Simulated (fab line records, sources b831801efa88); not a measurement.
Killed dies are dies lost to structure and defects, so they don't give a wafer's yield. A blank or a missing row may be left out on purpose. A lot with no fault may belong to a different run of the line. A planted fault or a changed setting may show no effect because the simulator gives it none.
2 desks looking at one fault / flow sky130 / each desk holds nothing but its own numbers, with what lay behind them at the end

## FOR THE TOOL OWNER'S DESK: rie-diel-02
The tool's own readings at SKY_FIELD_ISO_ETCH_15 (etches the open film in CHF3/O2, stops on Si, target depth 180 nm, time 72 s): means of the sampled wafers that have a number, for each lot that ran on this tool. Any lot whose mean is over 4 standard deviations away from the usual mean is out of limits and marked OUT; that distance is given in the brackets.
Columns: A = drypump-motor-current-A at SKY_FIELD_ISO_ETCH_15, usual 5.8 A; B = oes-product-au at SKY_FIELD_ISO_ETCH_15, usual 0.946 a.u.; C = rf-fwd-power-W at SKY_FIELD_ISO_ETCH_15, usual 595.7 W; D = throttle-valve-pct at SKY_FIELD_ISO_ETCH_15, usual 8.844 %
lot=L488; first seen here=day 2 06:52; A=5.7; B=0.941; C=596.8; D=8.846
lot=L490; first seen here=day 2 15:28; A=5.5; B=0.946; C=595.7; D=8.849
lot=L492; first seen here=day 3 02:45; A=6.1; B=0.943; C=595.5; D=8.843
lot=L493; first seen here=day 3 06:55; A=5.5; B=0.952; C=595.0; D=8.835
lot=L494; first seen here=day 3 12:30; A=5.9; B=0.939; C=597.2; D=8.839
lot=L498; first seen here=day 4 14:39; A=6.2; B=0.835 (-13) OUT; C=597.6; D=8.819
lot=L503; first seen here=day 5 12:55; A=5.3; B=0.887 (-6.6) OUT; C=592.8; D=8.832
lot=L504; first seen here=day 5 16:10; A=5.9; B=0.889 (-6.5) OUT; C=595.5; D=8.838
This desk's finding: out of limits on L498, L503, L504; first on L498, day 4 14:39 (oes-product-au at SKY_FIELD_ISO_ETCH_15). Within limits: L488, L490, L492, L493, L494.

## FROM THE METROLOGY DESK
What the gauges read for every lot (on any tool): the sampled wafers with a number, averaged. Any lot whose mean is over 4 standard deviations away from the usual mean is out of limits and marked OUT; that distance is given in the brackets.
Columns: A = PWDE_OVL at SKY_PWDE_OVL_MEAS_07, usual 0.4 nm
lot=L488; first seen here=day 3 22:49; A=0.8
lot=L490; first seen here=day 4 08:07; A=-0.1
lot=L489; first seen here=day 4 10:01; A=-0.8
lot=L492; first seen here=day 4 23:25; A=0.6
lot=L493; first seen here=day 5 02:16; A=1.3
lot=L494; first seen here=day 5 08:19; A=1.1
lot=L503; first seen here=day 7 15:10; A=0.5
lot=L504; first seen here=day 7 17:58; A=1.0
lot=L506; first seen here=day 8 03:31; A=1.4
lot=L508; first seen here=day 8 15:58; A=0.1
lot=L509; first seen here=day 9 00:25; A=1.6
lot=L511; first seen here=day 9 10:28; A=1.8
Result from this desk: across the 12 lots, nothing is out of limits.

## BROUGHT TOGETHER
The tool owner's desk had the chance to raise an alarm at day 4 14:39 on L498, L503, L504.
Nothing out of limits was seen by the metrology desk.
The metrology desk holds a record of L503, L504, inside its limits.
The metrology desk has no number on record for L498.
On rie-diel-02, each named lot ran SKY_FIELD_ISO_ETCH_15.

## WHAT THE SIMULATOR HAD INSERTED
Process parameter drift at SKY_FIELD_ISO_ETCH_15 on rie-diel-02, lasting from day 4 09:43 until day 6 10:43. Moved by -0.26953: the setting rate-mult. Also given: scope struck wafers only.
Shown lots that were struck: L498, L503, L504.
Hours from the fault's start to each desk's first reading out of limits: the tool owner's desk, 5.
